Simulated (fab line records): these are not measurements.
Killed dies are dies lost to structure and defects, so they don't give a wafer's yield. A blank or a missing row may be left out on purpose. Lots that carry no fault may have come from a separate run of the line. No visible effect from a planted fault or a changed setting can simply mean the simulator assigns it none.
Chamber matching || flow sfq-line || SFQ_TRILAYER_I3_CMP_CMP_082 on cmp-02: 4 sister chambers
The step polishes SiO2. 4 wafers are shown with their chamber, then 8 later ones without.

WAFERS, EACH WITH ITS CHAMBER
{"wafer": "L903.3", "chamber": 2, "motor-current-A (A)": 8.8}
{"wafer": "L904.5", "chamber": 1, "motor-current-A (A)": 9.9}
{"wafer": "L905.1", "chamber": 0, "motor-current-A (A)": 8.9}
{"wafer": "L915.2", "chamber": 3, "motor-current-A (A)": 8.8}

WAFERS WITH NO CHAMBER GIVEN
{"wafer": "L915.4", "motor-current-A (A)": 8.7}
{"wafer": "L915.6", "motor-current-A (A)": 9.7}
{"wafer": "L916.3", "motor-current-A (A)": 9.1}
{"wafer": "L916.4", "motor-current-A (A)": 9.7}
{"wafer": "L916.6", "motor-current-A (A)": 9.1}
{"wafer": "L918.4", "motor-current-A (A)": 8.5}
{"wafer": "L918.1", "motor-current-A (A)": 9.0}
{"wafer": "L918.3", "motor-current-A (A)": 9.9}

EACH ONE'S CHAMBER
{"wafer": "L915.4", "from the rows above": "can't be placed: 2 or 3 or 0", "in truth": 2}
{"wafer": "L915.6", "from the rows above": 1, "in truth": 1}
{"wafer": "L916.3", "from the rows above": "can't be placed: 0 or 2 or 3", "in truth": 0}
{"wafer": "L916.4", "from the rows above": 1, "in truth": 1}
{"wafer": "L916.6", "from the rows above": "can't be placed: 0 or 2 or 3", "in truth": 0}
{"wafer": "L918.4", "from the rows above": "can't be placed: 2 or 3 or 0", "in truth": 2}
{"wafer": "L918.1", "from the rows above": "can't be placed: 0 or 2 or 3", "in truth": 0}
{"wafer": "L918.3", "from the rows above": 1, "in truth": 1}
Placed correctly: 3 of 8. These rows do not allow placing 5 (true chamber among the candidates in 5). 0 placed wrongly.
How it was worked out, from the rows above alone: a wafer's distance from a chamber is the root of the sum, over the readings, of the square of ((its reading less the chamber's mean) divided by the reading's scatter). If the next closest chamber is less than 2 further off than the closest, the wafer can't be placed; otherwise it belongs to the closest. Each chamber's mean is taken over the wafers shown for it. The scatter: with one shown wafer a chamber, the root of the mean of the squares of how far each hidden wafer lies from its nearest shown one.
